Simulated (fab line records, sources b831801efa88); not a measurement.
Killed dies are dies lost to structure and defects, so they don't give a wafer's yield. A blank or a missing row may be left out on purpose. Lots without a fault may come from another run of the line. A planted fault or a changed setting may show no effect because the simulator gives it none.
Which tool did it? | flow gf180mcu | 12 lots, 35 wafers sampled, at 4 steps of a route of 602

WHAT THE GAUGES READ, wafer by wafer
GF_HV_LDD_CD_MEAS_31: target cd 400 nm. Usual: cd_nm 400.0 nm, standard deviation 2.3.
lot  | measured     | on        | cd_nm (nm)        | flag
L592 | day 11 09:07 | cd_sem-02 | 399.7 400.8 399.6 |
L594 | day 12 02:42 | cd_sem-02 | 402.4 402.4 401.3 |
L595 | day 12 13:45 | cd_sem-01 | 401.9 399.7 400.3 |
L597 | day 13 02:37 | cd_sem-01 | 401.4 402.9 400.8 |
L598 | day 13 12:29 | cd_sem-02 | 400.3 400.8 400.6 |
L599 | day 13 19:38 | cd_sem-02 | 399.9 398.2 399.7 |
L600 | day 14 12:32 | cd_sem-02 | 405.1 405.2 406.6 |
L602 | day 15 09:50 | cd_sem-01 | 401.4 400.1 399.8 |
L605 | day 16 05:22 | cd_sem-01 | 400.3 401.0       |
L613 | day 18 14:36 | cd_sem-01 | 401.2 397.9 399.1 |
L614 | day 18 22:52 | cd_sem-01 | 402.5 402.3 401.4 |
L615 | day 19 05:13 | cd_sem-02 | 401.0 400.0 400.2 |

GF_SALICIDE_THK_MEAS_05: measures by xrf. Usual: SALICIDE_TIN_THK 20.04 nm, standard deviation 0.23.
lot  | measured     | on            | SALICIDE_TIN_THK (nm)               | flag
L592 | day 14 23:11 | film_metro-01 | 20.27 19.97 20.17                   |
L594 | day 15 19:03 | film_metro-01 | 20.16 20.12 20.05                   |
L595 | day 16 07:02 | film_metro-02 | 19.90 19.85 20.05                   |
L597 | day 16 20:17 | film_metro-01 | 19.83 20.00 19.84                   |
L598 | day 17 07:58 | film_metro-04 | 19.87 19.96 19.84                   |
L599 | day 17 16:25 | film_metro-02 | 20.14 20.32 20.06                   |
L600 | day 18 10:19 | film_metro-02 | 20.04 20.22 20.10                   |
L602 | day 19 11:55 | film_metro-04 | 20.71 19.69 19.62 20.72 19.70 19.65 |
L605 | day 20 11:51 | film_metro-02 | 21.20 20.03 21.15 20.08             |
L613 | day 22 20:19 | film_metro-04 | 19.94 19.81 20.14                   |
L614 | day 23 03:49 | film_metro-02 | 19.84 19.94 20.23                   |
L615 | day 23 08:11 | film_metro-01 | 20.39 20.17 20.33                   |

WHICH TOOL RAN EACH LOT (tool, then ch and the chambers of the sampled wafers, then the start)
lot  | GF_VT_IMPLANT_STRIP_20               | GF_SALICIDE_SPUTTER_03
L592 | plasma_asher-01 ch 0,1, day 6 04:33  | pvd_sputter-01, day 14 23:01
L594 | plasma_asher-01 ch 0, day 6 18:45    | pvd_sputter-02, day 15 18:55
L595 | plasma_asher-03 ch 0,1, day 7 00:13  | pvd_sputter-01, day 16 06:53
L597 | plasma_asher-03 ch 0,1, day 7 12:10  | pvd_sputter-03, day 16 20:08
L598 | plasma_asher-04 ch 0,1, day 7 17:47  | pvd_sputter-01, day 17 07:49
L599 | plasma_asher-04 ch 0,1, day 7 22:56  | pvd_sputter-02, day 17 16:14
L600 | plasma_asher-04 ch 0,1, day 8 16:01  | pvd_sputter-01, day 18 10:09
L602 | plasma_asher-03 ch 0,1, day 9 07:37  | pvd_sputter-01, day 19 11:46
L605 | plasma_asher-03 ch 1, day 10 00:50   | pvd_sputter-01, day 20 11:41
L613 | plasma_asher-04 ch 0,1, day 11 19:21 | pvd_sputter-01, day 22 20:10
L614 | plasma_asher-01 ch 0,1, day 12 04:07 | pvd_sputter-02, day 23 03:40
L615 | plasma_asher-04 ch 0,1, day 12 10:53 | pvd_sputter-01, day 23 08:01
- GF_VT_IMPLANT_STRIP_20: strips in O2/N2.
- GF_SALICIDE_SPUTTER_03: material TiN, target thk 20 nm, time 16.7 s.

WHAT THE TOOLS THEMSELVES READ (means of the sampled wafers that have a number; where no wafer has one, the mark that the record gives instead)
GF_VT_IMPLANT_STRIP_20. Usual: chamber_pressure_mTorr 1500.1 mTorr, standard deviation 1.3; drypump_motor_current_A 5.3 A, standard deviation 0.44; heater_power_w 366 W, standard deviation 32; oes_product_au 0.716 a.u., standard deviation 0.0045; strip_time_to_endpoint_s 12.64 s, standard deviation 0.034.
lot  | tool            | chamber_pressure_mTorr (mTorr) | drypump_motor_current_A (A) | heater_power_w (W) | oes_product_au (a.u.) | strip_time_to_endpoint_s (s) | flag
L592 | plasma_asher-01 | 1498.9                         | 5.3                         | 352                | 0.717                 | 12.63                        |
L594 | plasma_asher-01 | 1499.2                         | 5.2                         | 325                | 0.711                 | 12.65                        |
L595 | plasma_asher-03 | 1501.3                         | 4.8                         | 336                | 0.714                 | 12.67                        |
L597 | plasma_asher-03 | 1498.5                         | 4.8                         | 350                | 0.716                 | 12.63                        |
L598 | plasma_asher-04 | 1498.5                         | 5.8                         | 400                | 0.713                 | 12.65                        |
L599 | plasma_asher-04 | 1501.0                         | 5.5                         | 399                | 0.720                 | 12.63                        |
L600 | plasma_asher-04 | 1500.1                         | 5.5                         | 396                | 0.714                 | 12.66                        |
L602 | plasma_asher-03 | 1499.6                         | 4.8                         | 342                | 0.721                 | 12.67                        |
L605 | plasma_asher-03 | 1498.6                         | 4.9                         | 320                | 0.718                 | 12.62                        |
L613 | plasma_asher-04 | 1500.1                         | 5.5                         | 396                | 0.714                 | 12.66                        |
L614 | plasma_asher-01 | 1500.3                         | 5.3                         | 340                | 0.713                 | 12.62                        |
L615 | plasma_asher-04 | 1500.4                         | 5.7                         | 393                | 0.715                 | 12.68                        |

GF_SALICIDE_SPUTTER_03. Usual: chamber_pressure_pa 0.4001 Pa, standard deviation 0.00081; throttle_valve_pct 29.0 %, standard deviation 0.84.
lot  | tool           | chamber_pressure_pa (Pa) | throttle_valve_pct (%) | flag
L592 | pvd_sputter-01 | 0.3993                   | 28.9                   |
L594 | pvd_sputter-02 | 0.3995                   | 30.2                   |
L595 | pvd_sputter-01 | 0.3988                   | 28.8                   |
L597 | pvd_sputter-03 | 0.4009                   | 29.1                   |
L598 | pvd_sputter-01 | 0.4003                   | 28.0                   |
L599 | pvd_sputter-02 | 0.3994                   | 29.4                   |
L600 | pvd_sputter-01 | 0.3994                   | 29.3                   |
L602 | pvd_sputter-01 | 0.4011                   | 28.2                   |
L605 | pvd_sputter-01 | 0.4010                   | 28.6                   |
L613 | pvd_sputter-01 | 0.4007                   | 28.5                   |
L614 | pvd_sputter-02 | 0.4002                   | 29.2                   |
L615 | pvd_sputter-01 | 0.3998                   | 29.3                   |

THE ANSWER, worked out from the rows above alone
Rule: a lot is off if the mean of its wafers that have a number lies more than 3 standard deviations from the usual mean. A lot without any number at a reading at which 4 lots or more have one is off too. The other lots that the step has rows for count as sound. The gauges are gone through in route order, then the tools' own readings, and for those a lot's mean is taken as printed above. The first step at which some lot is off is used, and at that step the reading that is off furthest; a lot without a number counts as furthest.
No lot is off at any reading shown: from this, nothing can be told.

WHAT THE SIMULATOR HAD PUT IN
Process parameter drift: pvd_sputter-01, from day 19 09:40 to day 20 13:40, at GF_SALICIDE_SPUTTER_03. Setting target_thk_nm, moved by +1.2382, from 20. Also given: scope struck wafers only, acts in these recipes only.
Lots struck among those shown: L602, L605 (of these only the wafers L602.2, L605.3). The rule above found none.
